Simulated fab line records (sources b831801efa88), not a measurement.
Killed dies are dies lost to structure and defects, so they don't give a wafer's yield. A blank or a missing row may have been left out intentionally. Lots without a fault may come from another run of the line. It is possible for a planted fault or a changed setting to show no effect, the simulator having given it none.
One fault seen from 2 desks || flow sky130 || each desk has only its own numbers; what lay behind them comes last

== FROM THE METROLOGY DESK ==
Means of the sampled wafers that have a number, per lot and without regard to the tool the lot ran on: this is what the gauges read. Marked OUT: a lot whose mean sits more than 4 standard deviations from the usual mean, which makes it out of limits; the brackets give that distance.
Columns: A = SD_N_RS at SKY_SD_N_RS_MEAS_16, usual 68.54 ohm/sq; B = SD_P_RS at SKY_SD_N_RS_MEAS_17, usual 147.0 ohm/sq
{"lot": "L493", "first seen here": "day 27 17:54", "A": 68.47, "B": 146.9}
{"lot": "L494", "first seen here": "day 28 06:02", "A": 68.51, "B": 146.9}
{"lot": "L495", "first seen here": "day 29 04:32", "A": 68.62, "B": 147.4}
{"lot": "L496", "first seen here": "day 29 14:37", "A": 68.64, "B": 147.6}
{"lot": "L499", "first seen here": "day 30 08:13", "A": 68.44, "B": 146.7}
{"lot": "L501", "first seen here": "day 30 23:01", "A": 68.68, "B": 147.2}
{"lot": "L502", "first seen here": "day 31 04:35", "A": 68.49, "B": 147.0}
{"lot": "L503", "first seen here": "day 31 12:01", "A": 68.50, "B": 146.7}
{"lot": "L510", "first seen here": "day 33 18:49", "A": "62.79 (-59) OUT", "B": "119.2 (-82) OUT"}
{"lot": "L512", "first seen here": "day 34 06:20", "A": "62.64 (-60) OUT", "B": "118.5 (-84) OUT"}
{"lot": "L513", "first seen here": "day 34 13:47", "A": 68.41, "B": 147.0}
{"lot": "L515", "first seen here": "day 35 01:56", "A": 68.59, "B": 147.5}
Finding of this desk: L510, L512 out of limits, first seen on L510 at day 33 18:49 (SD_N_RS at SKY_SD_N_RS_MEAS_16). L493, L494, L495, L496, L499, L501, L502, L503, L513, L515: within limits.

== AT THE TOOL OWNER'S DESK: rtpAnneal-02 ==
The tool's own readings at SKY_SD_N_RTA_14 (time 2 s): means of the sampled wafers that have a number, for each lot that ran on this tool. Marked OUT: a lot whose mean sits more than 4 standard deviations from the usual mean, which makes it out of limits; the brackets give that distance.
Columns: A = chamberO2Ppm at SKY_SD_N_RTA_14, usual 1.997; B = lampPowerPct at SKY_SD_N_RTA_14, usual 15.74 %; C = wafer_temp_C_max at SKY_SD_N_RTA_14, usual 1078.1
{"lot": "L494", "first seen here": "day 28 05:51", "A": 2.030, "B": 15.72, "C": 1077.9}
{"lot": "L496", "first seen here": "day 29 14:26", "A": 1.994, "B": 15.71, "C": 1078.5}
{"lot": "L502", "first seen here": "day 31 04:24", "A": 2.011, "B": 15.67, "C": 1077.9}
{"lot": "L510", "first seen here": "day 33 18:38", "A": 1.956, "B": "16.56 (+15) OUT", "C": "1110.9 (+27) OUT"}
{"lot": "L512", "first seen here": "day 34 06:10", "A": 2.032, "B": "16.61 (+16) OUT", "C": "1110.5 (+27) OUT"}
This desk's finding: out of limits on L510, L512; first on L510, day 33 18:38 (lampPowerPct at SKY_SD_N_RTA_14). L494, L496, L502: within limits.

== PUT TOGETHER ==
At day 33 18:38, on L510, L512, the tool owner's desk was in a position to raise an alarm.
On L510, L512, the metrology desk was in a position to raise an alarm at day 33 18:49.
The lots listed all ran SKY_SD_N_RTA_14 on rtpAnneal-02.

== WHAT THE SIMULATOR PUT IN ==
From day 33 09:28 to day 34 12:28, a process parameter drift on rtpAnneal-02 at SKY_SD_N_RTA_14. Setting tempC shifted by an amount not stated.
Shown lots that were struck: L510, L512.
Time in hours from fault onset to the first out-of-limits reading at each desk: tool owner's desk 9, metrology desk 9.
